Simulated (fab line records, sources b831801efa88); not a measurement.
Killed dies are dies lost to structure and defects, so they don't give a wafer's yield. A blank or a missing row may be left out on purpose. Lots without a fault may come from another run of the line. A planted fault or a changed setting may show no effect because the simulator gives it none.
Which tool did it? | flow gf180mcu | 13 lots, 39 wafers sampled, at 4 steps of a route of 602

WHAT THE GAUGES READ, wafer by wafer
GF_M5_CD_MEAS_07: target cd 280 nm. Usual: cd_nm 280.3 nm, standard deviation 1.1.
lot  | measured     | on        | cd_nm (nm)        | flag
L618 | day 26 16:35 | cd_sem-01 | 280.9 280.3 281.5 |
L621 | day 27 18:59 | cd_sem-02 | 281.7 281.3 282.2 |
L625 | day 28 18:20 | cd_sem-01 | 257.4 259.6 258.6 | OFF
L626 | day 29 05:01 | cd_sem-01 | 264.9 264.9 265.4 | OFF
L628 | day 29 12:01 | cd_sem-01 | 263.9 264.0 262.8 | OFF
L629 | day 29 23:44 | cd_sem-02 | 280.9 281.3 282.2 |
L630 | day 30 05:31 | cd_sem-01 | 281.4 281.2 282.1 |
L631 | day 30 10:17 | cd_sem-01 | 279.4 280.0 279.5 |
L632 | day 30 15:49 | cd_sem-01 | 280.7 281.1 280.7 |
L637 | day 32 08:58 | cd_sem-02 | 279.9 280.5 280.6 |
L639 | day 32 17:22 | cd_sem-02 | 280.4 280.6 279.9 |
L638 | day 32 18:40 | cd_sem-02 | 279.8 279.2 279.2 |
L640 | day 33 00:49 | cd_sem-01 | 280.0 279.1 280.2 |

WHICH TOOL RAN EACH LOT (tool, then ch and the chambers of the sampled wafers, then the start)
lot  | GF_V4_CVD_02                    | GF_MIM_CVD_05                   | GF_M5_PEB_05
L618 | pecvd-04 ch 0,1, day 23 20:35   | pecvd-02 ch 0,1,2, day 24 21:02 | litho_track-02 ch 0, day 26 16:16
L621 | pecvd-02 ch 0,1,2, day 24 23:29 | pecvd-02 ch 0,1,2, day 26 00:26 | litho_track-02 ch 0, day 27 18:40
L625 | pecvd-02 ch 0,1,2, day 26 01:35 | pecvd-01 ch 0,2, day 27 00:56   | litho_track-01 ch 0, day 28 17:53
L626 | pecvd-02 ch 0,1,2, day 26 15:29 | pecvd-04 ch 0,1,2, day 27 13:51 | litho_track-01 ch 0, day 29 04:40
L628 | pecvd-03 ch 0,2, day 26 20:30   | pecvd-01 ch 0,1,2, day 27 19:34 | litho_track-01 ch 0, day 29 11:40
L629 | pecvd-02 ch 0,1, day 27 09:49   | pecvd-02 ch 0,1,2, day 28 09:03 | litho_track-04 ch 0, day 29 23:24
L630 | pecvd-04 ch 0,1,2, day 27 17:49 | pecvd-02 ch 0,1,2, day 28 15:50 | litho_track-04 ch 0, day 30 05:10
L631 | pecvd-04 ch 0,1,2, day 27 22:02 | pecvd-01 ch 0,1, day 28 20:15   | litho_track-04 ch 0, day 30 09:57
L632 | pecvd-04 ch 0,1,2, day 28 05:25 | pecvd-02 ch 0,1,2, day 29 02:41 | litho_track-02 ch 0, day 30 15:28
L637 | pecvd-03 ch 0,1,2, day 30 02:04 | pecvd-02 ch 0,1,2, day 30 22:23 | litho_track-01 ch 0, day 32 08:37
L639 | pecvd-04 ch 0,2, day 30 11:40   | pecvd-02 ch 0,2, day 31 07:14   | litho_track-01 ch 0, day 32 17:01
L638 | pecvd-04 ch 0,1,2, day 30 13:25 | pecvd-04 ch 0,1,2, day 31 09:14 | litho_track-01 ch 0, day 32 18:19
L640 | pecvd-03 ch 0,2, day 30 18:50   | pecvd-04 ch 0,1,2, day 31 14:55 | litho_track-01 ch 0, day 33 00:28
- GF_V4_CVD_02: deposits SiO2 from TEOS, target thk 850 nm, time 94.851 s.
- GF_MIM_CVD_05: deposits Si3N4, target thk 42 nm, time 29.086 s.
- GF_M5_PEB_05: peb time 90 s.

WHAT THE TOOLS THEMSELVES READ (means of the sampled wafers that have a number; where no wafer has one, the mark that the record gives instead)
GF_V4_CVD_02. Usual: heater_power_w 665 W, standard deviation 100.
lot  | tool     | heater_power_w (W) | flag
L618 | pecvd-04 | 773                |
L621 | pecvd-02 | 728                |
L625 | pecvd-02 | 755                |
L626 | pecvd-02 | 753                |
L628 | pecvd-03 | 604                |
L629 | pecvd-02 | 858                |
L630 | pecvd-04 | 644                |
L631 | pecvd-04 | 658                |
L632 | pecvd-04 | 679                |
L637 | pecvd-03 | 579                |
L639 | pecvd-04 | 563                |
L638 | pecvd-04 | 622                |
L640 | pecvd-03 | 573                |

GF_MIM_CVD_05. Usual: heater_power_w 668 W, standard deviation 96; temp_max_c 400.00 C, standard deviation 0.22.
lot  | tool     | heater_power_w (W) | temp_max_c (C) | flag
L618 | pecvd-02 | 738                | 399.95         |
L621 | pecvd-02 | 684                | 400.05         |
L625 | pecvd-01 | 611                | 400.05         |
L626 | pecvd-04 | 617                | 400.14         |
L628 | pecvd-01 | 670                | 400.00         |
L629 | pecvd-02 | 701                | 399.83         |
L630 | pecvd-02 | 712                | 399.93         |
L631 | pecvd-01 | 648                | 400.05         |
L632 | pecvd-02 | 719                | 399.98         |
L637 | pecvd-02 | 761                | 400.00         |
L639 | pecvd-02 | 746                | 399.85         |
L638 | pecvd-04 | 647                | 400.16         |
L640 | pecvd-04 | 604                | 400.24         |

GF_M5_PEB_05. Usual: exhaust_pa 44.8 Pa, standard deviation 0.97; heater_power_total_W 85.70 W, standard deviation 0.081; plate_temp_C 135.03 C, standard deviation 0.12.
lot  | tool           | exhaust_pa (Pa) | heater_power_total_W (W) | plate_temp_C (C) | flag
L618 | litho_track-02 | 43.8            | 85.63                    | 135.18           |
L621 | litho_track-02 | 44.8            | 85.68                    | 134.88           |
L625 | litho_track-01 | 46.2            | 96.81                    | 148.19           | OFF
L626 | litho_track-01 | 43.5            | 96.86                    | 148.31           | OFF
L628 | litho_track-01 | 45.9            | 96.89                    | 148.40           | OFF
L629 | litho_track-04 | 44.1            | 85.72                    | 134.90           |
L630 | litho_track-04 | 44.2            | 85.71                    | 134.92           |
L631 | litho_track-04 | 45.5            | 85.73                    | 135.12           |
L632 | litho_track-02 | 43.9            | 85.72                    | 135.00           |
L637 | litho_track-01 | 44.6            | 85.75                    | 135.10           |
L639 | litho_track-01 | 44.2            | 85.66                    | 135.04           |
L638 | litho_track-01 | 44.6            | 85.65                    | 134.92           |
L640 | litho_track-01 | 44.7            | 85.72                    | 135.08           |

THE ANSWER, worked out from the rows above alone
Rule: a lot is off if the mean of its wafers that have a number lies more than 3 standard deviations from the usual mean. A lot without any number at a reading at which 4 lots or more have one is off too. The other lots that the step has rows for count as sound. The gauges are gone through in route order, then the tools' own readings, and for those a lot's mean is taken as printed above. The first step at which some lot is off is used, and at that step the reading that is off furthest; a lot without a number counts as furthest.
Off: L625, L626, L628, at GF_M5_CD_MEAS_07 (cd_nm).
A tool fits if, at a process step before that reading, it ran every lot that is off, and no sound lot after the first of them. The gauges at GF_M5_CD_MEAS_07 aren't tried: what is off there is off at GF_M5_PEB_05 too, on other tools, and a gauge's error can't cause that. None of those tried fits.

WHAT THE SIMULATOR HAD PUT IN
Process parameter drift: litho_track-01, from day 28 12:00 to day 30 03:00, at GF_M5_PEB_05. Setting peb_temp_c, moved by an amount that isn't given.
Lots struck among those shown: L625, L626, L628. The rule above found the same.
